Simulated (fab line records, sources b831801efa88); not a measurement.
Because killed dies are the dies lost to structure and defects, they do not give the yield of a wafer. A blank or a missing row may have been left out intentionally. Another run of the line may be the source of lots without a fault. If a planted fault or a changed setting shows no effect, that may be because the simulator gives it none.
Comparing a struck lot with a sound one -- flow gf180mcu -- 16 steps out of a route of 602
Sound: these wafers, L950.1, L950.2, L950.5. Wafers struck: L956.1, L956.2, L956.5. The cause is named last.
At each step with rows: each side's tool, then ch and its chambers, then its first start. Under that, the readings that differ: sound wafers -- struck wafers -- difference of the means -- sigmas: that difference in standard deviations of wafers without a fault.
alike: words and numbers the same on both sides, and readings whose means are apart by under 2 such deviations; not compared: readings that were withheld, readings missing a value for some wafer, numbers with overlapping values and no deviation given by the record, and bounds like >300 which may hide the same value.
Wherever a step has rows on one side only, a row that says differs or no value, or a row with sigmas, the two part there. Numbers that have no deviation but don't overlap get no sigmas and don't part them. A reading missing from all wafers of one side parts the sides only when that side holds two or more wafers.

GF_V2_BOW_MEAS_05:
  sound on film-metro-04, day 21 17:41; struck on film-metro-02, day 23 13:03
  alike: V2_BOW
then, 8 steps without rows for these wafers: GF_V2_DEHYDRATE_06 (time 60 s); GF_V2_HMDS_07 (prime time 60 s); GF_V2_COAT_08; GF_V2_COAT_09 (resist thk 1000 nm); GF_V2_SOFTBAKE_10 (time 60 s); GF_V2_EXPOSE_11 (exposes mask Via2, target cd 260 nm); GF_V2_PEB_12 (peb time 90 s); GF_V2_DEVELOP_13 (develop time 60 s).
GF_V2_CD_MEAS_14: the cd target is 260 nm.
  sound on cd-sem-01, day 22 17:13; struck on cd-sem-02, day 24 11:01
  alike: cd-nm
GF_V2_OVL_MEAS_15:
  sound on overlay-02, day 22 17:20; struck on overlay-01, day 24 11:08
  alike: V2_OVL
GF_V2_ETCH_16: etches BARC in N2/H2.
  sound on rie-diel-02 ch 0,1, day 22 17:23; struck on rie-diel-02 ch 0,1,2, day 24 11:10
  alike: bias-w, chamber-pressure-mTorr, drypump-motor-current-A, oes-product-au, throttle-valve-pct
GF_V2_ETCH_17: etches SiO2 in C4F8/O2/Ar, stops on TiN, target depth 630 nm.
  sound on rie-diel-02 ch 0,1, day 22 17:00; struck on rie-diel-02 ch 0,1,2, day 24 11:00
  no value came back on the struck wafers for bias-w (W), chamber-pressure-mTorr (mTorr), oes-product-au (a.u.); on the sound wafers bias-w (W) reads 1201 1208 1206
GF_V2_STRIP_18: strips in O2/N2.
  sound on plasma-asher-01 ch 0,1, day 22 17:31; struck on plasma-asher-01 ch 0,1, day 24 11:17
reading,sound,struck,difference,sigmas
oes-product-au (a.u.),0.596 0.586 0.597,0.667 0.672 0.674,+0.078,+16
  alike: drypump-motor-current-A, heater-power-w
  not compared: rf-hours-counter-h
then, 1 step without rows for these wafers: GF_V2_STRIP_19 (strips in post etch residue remover, time 1200 s).
-- the record jumps here: 8 days lie between the struck wafers' starts before and after (it left off in module V2 and takes up again in module PASSIVATION, whose first step shown is number 602 of the route) --
GF_PASSIVATION_PROBE_99:
  record: rows for the struck wafers here (prober-02, day 32 08:04), none for the sound ones

WHERE THEY PART
Earliest at GF_V2_ETCH_17; latest, in this record, at GF_PASSIVATION_PROBE_99.

WHY: the cause the simulator had injected
Whole step skipped at GF_V2_ETCH_17 on rie-diel-02, starting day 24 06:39. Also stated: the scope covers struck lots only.
